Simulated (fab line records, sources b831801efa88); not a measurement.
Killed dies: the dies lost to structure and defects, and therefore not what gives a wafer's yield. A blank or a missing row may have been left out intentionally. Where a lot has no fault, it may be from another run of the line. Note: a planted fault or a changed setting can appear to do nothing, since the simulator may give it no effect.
A struck lot beside a sound one ; flow gf180mcu ; 15 steps out of a route of 602
Sound: wafers L444.2, L444.3, L444.6. Wafers struck: L455.2, L455.4, L455.6. Last of all comes the cause.
At each step with rows: each side's tool, then ch and its chambers, then its first start. Under that, the readings that differ: sound wafers ; struck wafers ; difference of the means ; sigmas: that difference in standard deviations of wafers without a fault.
alike: words and numbers the same on both sides, and readings whose means are apart by under 2 such deviations; not compared: readings that were withheld, readings missing a value for some wafer, numbers with overlapping values and no deviation given by the record, and bounds like >300 which may hide the same value.
Wherever a step has rows on one side only, a row that says differs or no value, or a row with sigmas, the two part there. Numbers that have no deviation but don't overlap get no sigmas and don't part them. A reading missing from all wafers of one side parts the sides only when that side holds two or more wafers.

first, 6 steps without rows for these wafers: GF_V5_DEHYDRATE_06 (time 60 s); GF_V5_HMDS_07 (prime time 60 s); GF_V5_COAT_08; GF_V5_COAT_09 (resist thk 1000 nm); GF_V5_SOFTBAKE_10 (time 60 s); GF_V5_EXPOSE_11 (exposes mask Via5, target cd 260 nm).
GF_V5_PEB_12: peb time 91.15 s.
  sound: lithoTrack-04 ch 0; struck: lithoTrack-03 ch 0
  alike: plateSensorTCentreC, plateSensorTEdgeC
then, 1 step without rows for these wafers: GF_V5_DEVELOP_13 (develop time 60 s).
GF_V5_CD_MEAS_14: target cd 260 nm.
  sound: cdSem-01 at day 27 16:25; struck: cdSem-02 at day 30 23:46
  alike: cdNm
GF_V5_OVL_MEAS_15:
  sound: overlay-01 at day 27 16:32; struck: overlay-02 at day 30 23:53
  alike: V5_OVL
GF_V5_ETCH_16: etches BARC in N2/H2.
  sound on rieDiel-02 ch 0,1,2, day 27 16:34; struck on rieDiel-02 ch 0,2,3, day 30 23:55
  alike: drypumpMotorCurrentA, oesProductAu, throttleValvePct
GF_V5_ETCH_17: etches SiO2 in C4F8/O2/Ar, stops on TiN, target depth 855 nm.
  sound: rieDiel-02 ch 0,1,2; struck: rieDiel-02 ch 0,2,3
  alike: oesProductAu
GF_V5_STRIP_18: strips in O2/N2.
  sound on plasmaAsher-02 ch 0,1, day 27 16:43; struck on plasmaAsher-04 ch 0,1, day 31 00:04
reading;sound;struck;difference;sigmas
n2FlowSccm (sccm);300.5 299.5 298.7;240.1 239.1 238.9;-60.2;-74
  alike: drypumpMotorCurrentA, heaterPowerW, oesProductAu
  not compared: rfHoursCounterH
then, 1 step without rows for these wafers: GF_V5_STRIP_19 (strips in post etch residue remover, time 1200 s).
GF_PASSIVATION_PROBE_99:
  the record holds rows for the sound wafers here (prober-02, day 29 12:19) but none for the struck ones

== WHERE THEY PART ==
Earliest at GF_V5_STRIP_18; latest, in this record, at GF_PASSIVATION_PROBE_99.

WHY: the cause the simulator had injected
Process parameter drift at GF_V5_STRIP_18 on plasmaAsher-04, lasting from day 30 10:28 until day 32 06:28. Setting n2FlowSccm, moved by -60, from 300. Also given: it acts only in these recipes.
